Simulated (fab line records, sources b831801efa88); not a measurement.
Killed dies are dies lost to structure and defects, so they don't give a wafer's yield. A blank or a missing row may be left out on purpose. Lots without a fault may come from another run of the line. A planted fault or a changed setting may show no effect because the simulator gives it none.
Which tool did it? | flow sky130 | 12 lots, 36 wafers sampled, at 3 steps of a route of 708

WHAT THE GAUGES READ, wafer by wafer
SKY_CAPM_RS_MEAS_03: measures by four-point-probe.
lot  | measured     | on            | CAPM_TIN_RS (ohm/sq)
L772 | day 36 03:01 | film_metro-04 | 6.93 6.90 6.93
L771 | day 36 07:12 | film_metro-04 | 6.90 6.92 6.95
L773 | day 36 16:49 | film_metro-04 | 6.90 6.83 6.86
L775 | day 37 15:36 | film_metro-02 | 6.75 6.77 6.79
L778 | day 38 10:37 | film_metro-04 | 6.86 6.83 6.98
L780 | day 39 01:04 | film_metro-02 | 6.92 7.07 6.95
L785 | day 40 13:09 | film_metro-02 | 7.05 7.03 7.00
L788 | day 41 06:49 | film_metro-01 | 6.90 6.94 6.97
L791 | day 42 11:20 | film_metro-02 | 6.83 6.84 6.85
L792 | day 42 22:53 | film_metro-01 | 6.86 6.92 6.97
L794 | day 43 03:55 | film_metro-02 | 6.96 6.88 6.87
L793 | day 43 12:49 | film_metro-02 | 6.84 6.87 6.82

SKY_CAPM_THK_MEAS_04: measures by xrf.
lot  | measured     | on            | CAPM_TIN_THK (nm)
L772 | day 36 03:08 | film_metro-04 | 198.1 199.0 198.3
L771 | day 36 07:19 | film_metro-04 | 198.2 198.0 197.6
L773 | day 36 16:56 | film_metro-04 | 198.6 200.3 200.9
L775 | day 37 15:43 | film_metro-02 | 202.1 201.5 201.0
L778 | day 38 10:44 | film_metro-04 | 198.1 199.1 193.8
L780 | day 39 01:11 | film_metro-02 | 198.4 193.9 197.6
L785 | day 40 13:16 | film_metro-02 | 193.8 195.0 196.0
L788 | day 41 06:56 | film_metro-01 | 196.6 195.8 194.7
L791 | day 42 11:27 | film_metro-02 | 199.9 199.3 199.5
L792 | day 42 23:01 | film_metro-01 | 198.9 197.2 195.6
L794 | day 43 04:01 | film_metro-02 | 198.2 198.9 199.1
L793 | day 43 12:55 | film_metro-02 | 200.3 199.0 200.9

WHICH TOOL RAN EACH LOT (tool, then ch and the chambers of the sampled wafers, then the start)
lot  | SKY_VT_ADJUST_HVTP_STRIP_10
L772 | plasma_asher-01 ch 0,1, day 6 05:29
L771 | plasma_asher-04 ch 0,1, day 6 06:07
L773 | plasma_asher-04 ch 0,1, day 6 20:58
L775 | plasma_asher-01 ch 0,1, day 7 09:04
L778 | plasma_asher-01 ch 0,1, day 7 18:41
L780 | plasma_asher-01 ch 0,1, day 8 08:55
L785 | plasma_asher-03 ch 0,1, day 9 15:47
L788 | plasma_asher-03 ch 0,1, day 10 10:37
L791 | plasma_asher-01 ch 0,1, day 11 12:04
L792 | plasma_asher-04 ch 0,1, day 12 01:19
L794 | plasma_asher-04 ch 0,1, day 12 13:46
L793 | plasma_asher-03 ch 0,1, day 12 14:06
- SKY_VT_ADJUST_HVTP_STRIP_10: strips in O2/N2.

WHAT THE TOOLS THEMSELVES READ (means of the sampled wafers that have a number; where no wafer has one, the mark that the record gives instead)
SKY_VT_ADJUST_HVTP_STRIP_10.
lot  | tool            | drypump_motor_current_A (A) | oes_product_au (a.u.) | strip_time_to_endpoint_s (s)
L772 | plasma_asher-01 | 5.67                        | 0.715                 | 14.17
L771 | plasma_asher-04 | 5.92                        | 0.716                 | 14.09
L773 | plasma_asher-04 | 5.92                        | 0.717                 | 14.18
L775 | plasma_asher-01 | 5.71                        | 0.716                 | 14.14
L778 | plasma_asher-01 | 5.67                        | 0.717                 | 14.21
L780 | plasma_asher-01 | 5.68                        | 0.713                 | 14.18
L785 | plasma_asher-03 | 5.85                        | 0.716                 | 14.16
L788 | plasma_asher-03 | 6.02                        | 0.719                 | 14.23
L791 | plasma_asher-01 | 5.69                        | 0.720                 | 14.24
L792 | plasma_asher-04 | 5.92                        | 0.712                 | 14.22
L794 | plasma_asher-04 | 5.92                        | 0.715                 | 14.23
L793 | plasma_asher-03 | 5.84                        | 0.717                 | 14.15

THE ANSWER, worked out from the rows above alone
Rule: what is usual is taken from the lots themselves. Put in order of their means at a reading, lots are off if they are a third of the lots or fewer, leave a main group of 4 or more, and stand apart from it by a gap of 3 or more times the standard deviation of the main group's means; of several such gaps the widest counts. A main group whose means are all the same, to the digits that the tables above print for the reading, isn't used. A lot without any number at a reading at which 4 lots or more have one is off too. The other lots that the step has rows for count as sound. The gauges are gone through in route order, then the tools' own readings, and for those a lot's mean is taken as printed above. The first step at which some lot is off is used, and at that step the reading that is off furthest; a lot without a number counts as furthest.
No lot is off at any reading shown: from this, nothing can be told.

WHAT THE SIMULATOR HAD PUT IN
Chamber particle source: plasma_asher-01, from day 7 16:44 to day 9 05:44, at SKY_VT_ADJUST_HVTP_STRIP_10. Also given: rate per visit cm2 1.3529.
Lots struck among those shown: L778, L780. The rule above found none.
